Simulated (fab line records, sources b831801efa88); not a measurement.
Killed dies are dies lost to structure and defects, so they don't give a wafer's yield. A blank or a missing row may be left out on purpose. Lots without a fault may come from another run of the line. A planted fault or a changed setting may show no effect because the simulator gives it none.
Problem report in the 8D (eight disciplines) form, filled by code | flow gf180mcu | the parts of the form that need people (team, actions taken, sign-off) are left out

1. THE PROBLEM
V5_CVD_02_THK at GF_V5_THK_MEAS_03 reads a mean of 1239 nm on 9 wafers of 3 lots; wafers without a fault read 1452 nm with a standard deviation of 16. That is -13 standard deviations from the usual mean.
First seen on wafer L829.1, day 31 09:50, on film_metro-03. The record holds 36 wafers of 12 lots with a number at this step. Rule for "out", or "out of limits": more than 4 standard deviations from the usual mean. The other wafers with a number count as sound.

2. WHAT IT IS AND WHAT IT IS NOT
question                    | is                           | is not
which readings at this step | V5_CVD_02_THK                | -
which lots                  | L829, L830, L831             | L813, L815, L819, L820, L821, L823, L824, L825, L836
which wafers of those lots  | all that have a number       | -
read on which gauges        | film_metro-01, film_metro-03 | film_metro-02
when                        | from day 31 09:50            | up to then (24 sound wafers); but 3 sound wafers of L836 came after

3. SUSPECTS, AND WHAT RULES EACH OUT
Counting: a tool at a process step up to the reading stays a suspect if it ran every lot that is out and no sound lot after the first of them.
- the gauge at GF_V5_THK_MEAS_03: ruled out. The wafers that are out were read on 2 gauges (film_metro-01, film_metro-03).
- rie_diel-02 at GF_V4_ETCH_17 (etches SiO2 in C4F8/O2/Ar, stops on TiN, target depth 630 nm): ruled out as a lasting fault. Sound lots L836 ran on it after its first lot that is out, L829 (day 31 08:47). GF_V4_ETCH_17 gives no start for some lots, so the hours and the order of its lots are those of GF_M5_ETCH_09.
- pecvd-03 at GF_V5_CVD_02 (deposits SiO2 from TEOS, target thk 1450 nm, time 163.28 s): kept. It ran every lot that is out, first L829 (day 31 09:44), and no sound lot after that; its last sound lot up to then is L823 (day 29 17:27). Its own readings are out on those wafers: rf_fwd_power_W.
Left after counting: pecvd-03 at GF_V5_CVD_02.

4. THE CAUSE (what the simulator had put in)
Process parameter drift: pecvd-03, from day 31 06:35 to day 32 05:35, at GF_V5_CVD_02. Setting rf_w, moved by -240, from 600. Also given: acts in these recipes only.
Counting left only this tool.

5. THE CHAIN OF EFFECTS, in route order
Each row: a reading whose mean over the struck wafers that have a number lies more than 3 standard deviations from the usual. Only readings for which the record gives a usual standard deviation are gone through. hours: the time from each lot's start at the first step in this table that gives one to its start at this step, as a median over the lots. sigmas: the change in usual standard deviations.
hours | step              | reading        | usual   | on struck wafers | change | sigmas
0     | GF_V5_CVD_02      | rf_fwd_power_W | 598.0 W | 358.0            | -240.0 | -99 or more
0     | GF_V5_THK_MEAS_03 | V5_CVD_02_THK  | 1452 nm | 1239             | -213   | -13
The process steps in it:
- GF_V5_CVD_02: deposits SiO2 from TEOS, target thk 1450 nm, time 163.28 s.
Later measuring or inspecting steps at which every struck wafer that the step has a row for has a number for every such reading, and none has moved that far: GF_V5_CD_MEAS_14.

6. WHAT WOULD HAVE CAUGHT IT SOONER
In this record the first reading out of limits at a measuring or inspecting step was taken at day 31 09:50, 3 hours after the fault began at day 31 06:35.
The tool's own readings at GF_V5_CVD_02 were out on every struck wafer that the step has a row for (rf_fwd_power_W): an alarm limit on them would have fired on the first of those.
Of the lots that are out (3), L830, L831 began GF_V5_CVD_02 on pecvd-03 after day 31 09:50. A hold on the tool at that time would have spared those 2.
